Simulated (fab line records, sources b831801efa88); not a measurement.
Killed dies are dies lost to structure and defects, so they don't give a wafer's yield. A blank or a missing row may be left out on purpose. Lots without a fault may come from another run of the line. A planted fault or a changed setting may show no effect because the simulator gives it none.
Which tool did it? | flow gf180mcu | 14 lots, 42 wafers sampled, at 4 steps of a route of 602

WHAT THE GAUGES READ, wafer by wafer
The record holds no reading of a measuring or inspecting step that can be judged against a usual standard deviation.

WHICH TOOL RAN EACH LOT (tool, then ch and the chambers of the sampled wafers, then the start)
lot  | GF_POLY_GATE_SOFTBAKE_06          | GF_V2_CVD_02                    | GF_V2_CMP_04                  | GF_V2_ETCH_17
L314 | litho_track-03 ch 0, day 8 18:00  | pecvd-04 ch 0,1, day 19 05:27   | cmp-01 ch 1,3, day 19 05:35   | rie_diel-02 ch 0,1,2, no start
L315 | litho_track-01 ch 0, day 9 00:00  | pecvd-04 ch 0,2, day 19 08:56   | cmp-02 ch 1,2,3, day 19 09:04 | rie_diel-02 ch 0,1, no start
L317 | litho_track-03 ch 0, day 9 14:00  | pecvd-01 ch 1,2, day 20 06:26   | cmp-02 ch 0,2,3, day 20 06:34 | rie_diel-02 ch 0,1,2, no start
L319 | litho_track-03 ch 0, day 10 03:00 | pecvd-01 ch 0,2, day 20 22:11   | cmp-01 ch 0,2,3, day 20 22:19 | rie_diel-03 ch 0,2,3, no start
L320 | litho_track-02 ch 0, day 10 11:00 | pecvd-04 ch 0,2, day 21 09:10   | cmp-01 ch 0,2,3, day 21 09:17 | rie_diel-03 ch 1,3, no start
L321 | litho_track-02 ch 0, day 10 19:00 | pecvd-01 ch 0,1, day 21 23:53   | cmp-02 ch 1,2, day 22 00:04   | rie_diel-02 ch 0,1, no start
L322 | litho_track-03 ch 0, day 10 22:00 | pecvd-03 ch 1,2, day 22 00:19   | cmp-01 ch 0,1,2, day 22 00:30 | rie_diel-02 ch 0,3, no start
L323 | litho_track-03 ch 0, day 11 11:00 | pecvd-03 ch 0,1, day 22 13:29   | cmp-02 ch 0,2,3, day 22 13:43 | rie_diel-04 ch 0,1,2, no start
L324 | litho_track-02 ch 0, day 12 00:00 | pecvd-03 ch 0,2, day 23 07:53   | cmp-01 ch 0,1,3, day 23 08:07 | rie_diel-04 ch 1,3, no start
L328 | litho_track-03 ch 0, day 12 22:00 | pecvd-01 ch 0,2, day 24 09:16   | cmp-01 ch 0,2,3, day 24 09:40 | rie_diel-02 ch 1,2, no start
L329 | litho_track-03 ch 0, day 13 14:00 | pecvd-03 ch 1,2, day 25 05:50   | cmp-02 ch 2,3, day 25 05:58   | rie_diel-02 ch 2,3, no start
L333 | litho_track-01 ch 0, day 14 09:00 | pecvd-01 ch 0,1, day 25 20:35   | cmp-02 ch 2,3, day 25 20:43   | rie_diel-02 ch 0,3, no start
L334 | litho_track-02 ch 0, day 14 14:00 | pecvd-01 ch 0,1,2, day 26 03:58 | cmp-01 ch 0,1,2, day 26 04:06 | rie_diel-03 ch 1,2,3, no start
L337 | litho_track-01 ch 0, day 15 21:00 | pecvd-03 ch 0,2, day 27 07:38   | cmp-02 ch 0,1, day 27 07:46   | rie_diel-02 ch 1,3, no start
- GF_POLY_GATE_SOFTBAKE_06: time 60 s.
- GF_V2_CVD_02: deposits SiO2 from TEOS, target thk 850 nm, time 94.851 s.
- GF_V2_CMP_04: polishes SiO2.
- GF_V2_ETCH_17: etches SiO2 in C4F8/O2/Ar, stops on TiN, target depth 630 nm.

WHAT THE TOOLS THEMSELVES READ (means of the sampled wafers that have a number; where no wafer has one, the mark that the record gives instead)
GF_POLY_GATE_SOFTBAKE_06. Usual: heater_power_total_W 93.04 W, standard deviation 0.067; plate_temp_C 129.97 C, standard deviation 0.13.
lot  | tool           | heater_power_total_W (W) | plate_temp_C (C) | flag
L314 | litho_track-03 | 93.05                    | 130.04           |
L315 | litho_track-01 | 93.08                    | 130.03           |
L317 | litho_track-03 | 93.04                    | 129.94           |
L319 | litho_track-03 | 93.04                    | 130.00           |
L320 | litho_track-02 | 92.98                    | 130.01           |
L321 | litho_track-02 | 93.08                    | 130.01           |
L322 | litho_track-03 | 92.99                    | 129.87           |
L323 | litho_track-03 | 93.09                    | 130.23           |
L324 | litho_track-02 | 93.06                    | 129.90           |
L328 | litho_track-03 | 92.42                    | 129.48           | OFF
L329 | litho_track-03 | 92.36                    | 129.35           | OFF
L333 | litho_track-01 | 93.08                    | 129.84           |
L334 | litho_track-02 | 93.02                    | 129.98           |
L337 | litho_track-01 | 93.06                    | 129.97           |

GF_V2_CVD_02. Usual: heater_power_w 650 W, standard deviation 110.
lot  | tool     | heater_power_w (W) | flag
L314 | pecvd-04 | 704                |
L315 | pecvd-04 | 678                |
L317 | pecvd-01 | 557                |
L319 | pecvd-01 | 673                |
L320 | pecvd-04 | 618                |
L321 | pecvd-01 | 589                |
L322 | pecvd-03 | 617                |
L323 | pecvd-03 | 776                |
L324 | pecvd-03 | 660                |
L328 | pecvd-01 | 643                |
L329 | pecvd-03 | 682                |
L333 | pecvd-01 | 542                |
L334 | pecvd-01 | 650                |
L337 | pecvd-03 | 646                |

GF_V2_CMP_04. Usual: motor_current_A 11.8 A, standard deviation 0.94; platen_rpm 60.00 rpm, standard deviation 0.042; time_to_endpoint_s 79 s, standard deviation 7.5.
lot  | tool   | motor_current_A (A) | platen_rpm (rpm) | time_to_endpoint_s (s) | flag
L314 | cmp-01 | 11.6                | 59.97            | 74                     |
L315 | cmp-02 | 11.9                | 60.02            | 78                     |
L317 | cmp-02 | 12.5                | 60.02            | 82                     |
L319 | cmp-01 | 12.1                | 60.00            | 80                     |
L320 | cmp-01 | 11.4                | 59.99            | 78                     |
L321 | cmp-02 | 11.5                | 60.00            | 79                     |
L322 | cmp-01 | 11.9                | 60.01            | 79                     |
L323 | cmp-02 | 12.1                | 59.95            | 76                     |
L324 | cmp-01 | 11.3                | 59.98            | 76                     |
L328 | cmp-01 | 11.7                | 60.03            | 77                     |
L329 | cmp-02 | 12.1                | 60.02            | 76                     |
L333 | cmp-02 | 12.4                | 59.97            | 71                     |
L334 | cmp-01 | 11.7                | 60.03            | 80                     |
L337 | cmp-02 | 11.7                | 59.99            | 81                     |

GF_V2_ETCH_17. Usual: oes_product_au 0.855 a.u., standard deviation 0.0044.
lot  | tool        | oes_product_au (a.u.) | flag
L314 | rie_diel-02 | 0.853                 |
L315 | rie_diel-02 | 0.853                 |
L317 | rie_diel-02 | 0.852                 |
L319 | rie_diel-03 | 0.852                 |
L320 | rie_diel-03 | 0.858                 |
L321 | rie_diel-02 | 0.856                 |
L322 | rie_diel-02 | 0.856                 |
L323 | rie_diel-04 | 0.857                 |
L324 | rie_diel-04 | 0.854                 |
L328 | rie_diel-02 | 0.857                 |
L329 | rie_diel-02 | 0.853                 |
L333 | rie_diel-02 | 0.856                 |
L334 | rie_diel-03 | 0.855                 |
L337 | rie_diel-02 | 0.857                 |

THE ANSWER, worked out from the rows above alone
Rule: a lot is off if the mean of its wafers that have a number lies more than 3 standard deviations from the usual mean. A lot without any number at a reading at which 4 lots or more have one is off too. The other lots that the step has rows for count as sound. The gauges are gone through in route order, then the tools' own readings, and for those a lot's mean is taken as printed above. The first step at which some lot is off is used, and at that step the reading that is off furthest; a lot without a number counts as furthest.
Off: L328, L329, at GF_POLY_GATE_SOFTBAKE_06 (heater_power_total_W).
A tool fits if, at that step or a process step before it, it ran every lot that is off, and no sound lot after the first of them. One fits: litho_track-03 at GF_POLY_GATE_SOFTBAKE_06. Its last sound lot is L323 (day 11 11:00), its first lot that is off L328 (day 12 22:00): a fault that began between those two fits.
The tool's own readings at GF_POLY_GATE_SOFTBAKE_06 bear it out: on the lots that are off they differ by more than 5 times the standard deviation of the sound lots' means. heater_power_total_W reads 92.39 W there against 93.05 W on the sound lots; plate_temp_C reads 129.41 C there against 129.98 C on the sound lots.

WHAT THE SIMULATOR HAD PUT IN
Process parameter drift: litho_track-03, from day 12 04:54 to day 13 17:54, at GF_POLY_GATE_SOFTBAKE_06. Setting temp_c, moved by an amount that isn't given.
Lots struck among those shown: L328, L329. The rule above found the same.
